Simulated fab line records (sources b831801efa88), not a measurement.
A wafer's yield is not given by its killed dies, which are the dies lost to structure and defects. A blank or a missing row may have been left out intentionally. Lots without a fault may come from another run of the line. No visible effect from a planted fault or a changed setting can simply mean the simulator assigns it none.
What tool caused it? + flow sky130 + Sampling: 12 lots, 36 wafers, 4 of 708 route steps

== WHAT THE GAUGES READ, wafer by wafer ==
SKY_VT_ADJUST_NCORE_CD_MEAS_07: the cd target is 380 nm.
| lot  | measured     | on        | cd nm (nm)        |
|------|--------------|-----------|-------------------|
| L966 | day 8 21:50  | cd sem-01 | 377.4 378.5 378.2 |
| L968 | day 9 09:32  | cd sem-01 | 375.9 376.4 376.8 |
| L970 | day 9 22:03  | cd sem-01 | 382.8 381.9 381.7 |
| L971 | day 10 08:07 | cd sem-02 | 377.1 375.4 376.6 |
| L972 | day 10 14:10 | cd sem-01 | 377.7 377.2 378.3 |
| L973 | day 10 20:50 | cd sem-02 | 380.8 381.3 383.3 |
| L976 | day 11 20:46 | cd sem-01 | 380.7 378.4 379.2 |
| L977 | day 12 07:05 | cd sem-01 | 381.7 381.5 381.8 |
| L979 | day 12 22:19 | cd sem-02 | 380.5 377.0 380.8 |
| L984 | day 14 05:30 | cd sem-01 | 378.3 380.9 381.6 |
| L988 | day 15 09:45 | cd sem-02 | 380.7 379.4 380.1 |
| L989 | day 15 16:07 | cd sem-02 | 381.4 381.1 381.4 |

SKY_VT_ADJUST_NCORE_TW_MEAS_11.
| lot  | measured     | on            | VT_ADJUST_NCORE_TW                  |
|------|--------------|---------------|-------------------------------------|
| L966 | day 8 22:14  | film metro-02 | 218.9 219.4 219.8                   |
| L968 | day 9 09:56  | film metro-02 | 218.9 220.0 219.8                   |
| L970 | day 9 22:27  | film metro-04 | 224.1 224.1 224.2                   |
| L971 | day 10 08:29 | film metro-01 | 220.4 220.8 220.4                   |
| L972 | day 10 14:34 | film metro-01 | 219.5 220.6 221.4                   |
| L973 | day 10 21:42 | film metro-01 | 269.2 268.9 267.7 268.7 269.3 267.6 |
| L976 | day 11 21:29 | film metro-01 | 269.2 269.1 269.1 267.4 269.6 268.0 |
| L977 | day 12 07:29 | film metro-01 | 219.4 218.8 219.5                   |
| L979 | day 12 23:01 | film metro-01 | 267.8 267.5 267.8 266.9 267.9 268.1 |
| L984 | day 14 05:55 | film metro-04 | 221.4 222.8 224.2                   |
| L988 | day 15 10:10 | film metro-02 | 220.4 221.7 221.6                   |
| L989 | day 15 16:31 | film metro-02 | 221.1 218.4 220.5                   |

== EACH LOT AND THE TOOL THAT RAN IT (in order: tool; ch and the chambers of the sampled wafers; start) ==
| lot  | SKY_DNWELL_STRIP_08                 | SKY_VT_ADJUST_NCORE_IMPLANT_09  |
|------|-------------------------------------|---------------------------------|
| L966 | plasma asher-03 ch 0,1, day 3 08:09 | implanter-01 ch 0, day 8 21:59  |
| L968 | plasma asher-04 ch 0,1, day 3 15:59 | implanter-02 ch 0, day 9 09:43  |
| L970 | plasma asher-02 ch 0,1, day 4 02:15 | implanter-02 ch 0, day 9 22:12  |
| L971 | plasma asher-02 ch 0,1, day 4 09:00 | implanter-01 ch 0, day 10 08:17 |
| L972 | plasma asher-03 ch 0,1, day 4 16:03 | implanter-02 ch 0, day 10 14:20 |
| L973 | plasma asher-02 ch 0,1, day 4 20:34 | implanter-03 ch 0, day 10 20:59 |
| L976 | plasma asher-02 ch 0,1, day 5 15:18 | implanter-03 ch 0, day 11 20:56 |
| L977 | plasma asher-02 ch 0,1, day 5 20:08 | implanter-01 ch 0, day 12 07:16 |
| L979 | plasma asher-04 ch 0,1, day 6 07:20 | implanter-01 ch 0, day 12 22:29 |
| L984 | plasma asher-03 ch 0, day 7 06:36   | implanter-01 ch 0, day 14 05:40 |
| L988 | plasma asher-03 ch 0,1, day 8 02:21 | implanter-03 ch 0, day 15 09:55 |
| L989 | plasma asher-04 ch 0,1, day 8 06:01 | implanter-01 ch 0, day 15 16:17 |
- SKY_DNWELL_STRIP_08: strips in O2/N2.
- SKY_VT_ADJUST_NCORE_IMPLANT_09

== AS READ BY THE TOOLS THEMSELVES (means over the sampled wafers that have a number; for cases with no such wafer, the mark the record gives instead) ==
SKY_DNWELL_STRIP_08.
| lot  | tool            | drypump motor current A (A) | oes product au (a.u.) | strip time to endpoint s (s) |
|------|-----------------|-----------------------------|-----------------------|------------------------------|
| L966 | plasma asher-03 | 6.0                         | 0.724                 | 36.81                        |
| L968 | plasma asher-04 | 6.1                         | 0.725                 | 37.09                        |
| L970 | plasma asher-02 | 5.2                         | 0.719                 | 36.80                        |
| L971 | plasma asher-02 | 5.2                         | 0.720                 | 37.01                        |
| L972 | plasma asher-03 | 6.0                         | 0.725                 | 37.02                        |
| L973 | plasma asher-02 | 5.7                         | 0.722                 | 36.99                        |
| L976 | plasma asher-02 | 5.2                         | 0.721                 | 36.81                        |
| L977 | plasma asher-02 | 5.2                         | 0.720                 | 37.00                        |
| L979 | plasma asher-04 | 6.1                         | 0.720                 | 36.91                        |
| L984 | plasma asher-03 | 5.6                         | 0.726                 | 36.99                        |
| L988 | plasma asher-03 | 6.0                         | 0.718                 | 36.84                        |
| L989 | plasma asher-04 | 6.3                         | 0.720                 | 36.91                        |

SKY_VT_ADJUST_NCORE_IMPLANT_09.
| lot  | tool         | end station pressure torr (Torr) |
|------|--------------|----------------------------------|
| L966 | implanter-01 | 5.13e-06                         |
| L968 | implanter-02 | 5.04e-06                         |
| L970 | implanter-02 | 5.04e-06                         |
| L971 | implanter-01 | 5.12e-06                         |
| L972 | implanter-02 | 4.93e-06                         |
| L973 | implanter-03 | 4.95e-06                         |
| L976 | implanter-03 | 4.90e-06                         |
| L977 | implanter-01 | 5.30e-06                         |
| L979 | implanter-01 | 5.15e-06                         |
| L984 | implanter-01 | 4.94e-06                         |
| L988 | implanter-03 | 5.08e-06                         |
| L989 | implanter-01 | 4.82e-06                         |

== THE ANSWER, worked out from the rows above alone ==
Rule: the lots themselves supply what counts as usual. Put in order of their means at a reading, lots are off if they are a third of the lots or fewer, leave a main group of 4 or more, and stand apart from it by a gap of 3 or more times the standard deviation of the main group's means; of several such gaps the widest counts. A main group is skipped when, at the precision printed for the reading in the tables above, its means are all equal. Also off: a lot with no number at a reading for which 4 or more lots have one. The other lots that the step has rows for count as sound. After the gauges, taken in route order, come the tools' own readings; for these a lot's mean is taken, as printed above. The first step at which some lot is off is used, and at that step the reading that is off furthest; a lot without a number counts as furthest.
Off: L973, L976, L979, seen at SKY_VT_ADJUST_NCORE_TW_MEAS_11 (VT_ADJUST_NCORE_TW). The main group: mean 220.8, standard deviation 1.6.
If a tool, at a process step before that reading, ran all the lots that are off and no sound lot after the first of them, it fits. Gauges at SKY_VT_ADJUST_NCORE_TW_MEAS_11: tried the same way as those tools. None of those tried fits.

== WHAT THE SIMULATOR HAD PUT IN ==
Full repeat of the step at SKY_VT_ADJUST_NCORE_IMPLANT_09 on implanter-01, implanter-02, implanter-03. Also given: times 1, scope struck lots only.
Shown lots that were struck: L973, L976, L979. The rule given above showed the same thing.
